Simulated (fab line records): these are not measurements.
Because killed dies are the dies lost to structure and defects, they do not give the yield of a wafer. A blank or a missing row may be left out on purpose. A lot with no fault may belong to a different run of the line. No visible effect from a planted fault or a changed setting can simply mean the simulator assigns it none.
Comparing a struck lot with a sound one :: flow gf180mcu :: 14 steps out of a route of 602
Sound: the wafers L397.1, L397.3, L397.5. Wafers struck: L404.3, L404.4, L404.6. Last of all comes the cause.
Order at every step that has rows: each side's tool, ch and its chambers, its first start. Under that, the readings that differ: sound wafers :: struck wafers :: difference of the means :: sigmas: that difference in standard deviations of wafers without a fault.
alike: readings whose means differ by less than 2 such deviations, and words and numbers that are the same on both sides. not compared: withheld readings, readings that some wafer has no value for, bounds like >300 that may hide the same value, and numbers for which the record gives no deviation and whose values overlap.
The two part at a step that has a row with sigmas, a row that says differs or no value, or rows on one side only. Numbers that don't overlap but have no deviation are shown without sigmas and don't part them. A reading missing from all wafers of one side parts the sides only when that side holds two or more wafers.

GF_M2_SPUTTER_00: material Ti, target thk 37.5 nm, time 150 s.
  struck on pvd sputter-02, day 24 04:55; sound on pvd sputter-02, day 21 16:37
  alike: throttle valve pct
GF_M2_SPUTTER_01: material TiN, target thk 30 nm, time 25 s.
  struck on pvd sputter-02, day 24 05:01; sound on pvd sputter-02, day 21 16:43
  alike: throttle valve pct
GF_M2_SPUTTER_02: material AlCu, target thk 450 nm, time 23.9 s.
  struck on pvd sputter-02, day 24 05:03; sound on pvd sputter-02, day 21 16:45
  alike: throttle valve pct
GF_M2_SPUTTER_03: material Ti, target thk 10 nm, time 6.7 s.
  struck on pvd sputter-02, day 24 05:05; sound on pvd sputter-02, day 21 16:47
  alike: throttle valve pct
GF_M2_SPUTTER_04: material TiN, target thk 50 nm, time 41.7 s.
  struck on pvd sputter-02, day 24 05:06; sound on pvd sputter-02, day 21 16:48
  alike: throttle valve pct
GF_M2_RS_MEAS_05: the measuring method here is four-point-probe.
  struck on film metro-02, day 24 05:11; sound on film metro-02, day 21 16:50
  alike: M2_ALCU_RS
GF_M2_THK_MEAS_06: measures by xrf.
  struck on film metro-02, day 24 05:17; sound on film metro-02, day 21 16:58
  alike: M2_ALCU_THK
then, 5 steps without rows for these wafers: GF_M2_DEHYDRATE_07 (time 60 s); GF_M2_HMDS_08 (prime time 60 s); GF_M2_COAT_09 (resist thk 1000 nm); GF_M2_SOFTBAKE_10 (time 60 s); GF_M2_EXPOSE_11 (exposes mask Metal2, target cd 280 nm).
GF_M2_PEB_12: peb time 90 s.
  sound on litho track-02 ch 0, day 22 15:45; struck on litho track-04, day 25 01:56
  no value came back on the struck wafers for chill plate temp C (C), exhaust pa (Pa), peb time s (s); on the sound wafers chill plate temp C (C) reads 23.19 23.06 22.95
then, 1 step without rows for these wafers: GF_M2_DEVELOP_13 (develop time 60 s).

WHERE THEY PART
Only at GF_M2_PEB_12, within this record.

WHY: what had been put in by the simulator
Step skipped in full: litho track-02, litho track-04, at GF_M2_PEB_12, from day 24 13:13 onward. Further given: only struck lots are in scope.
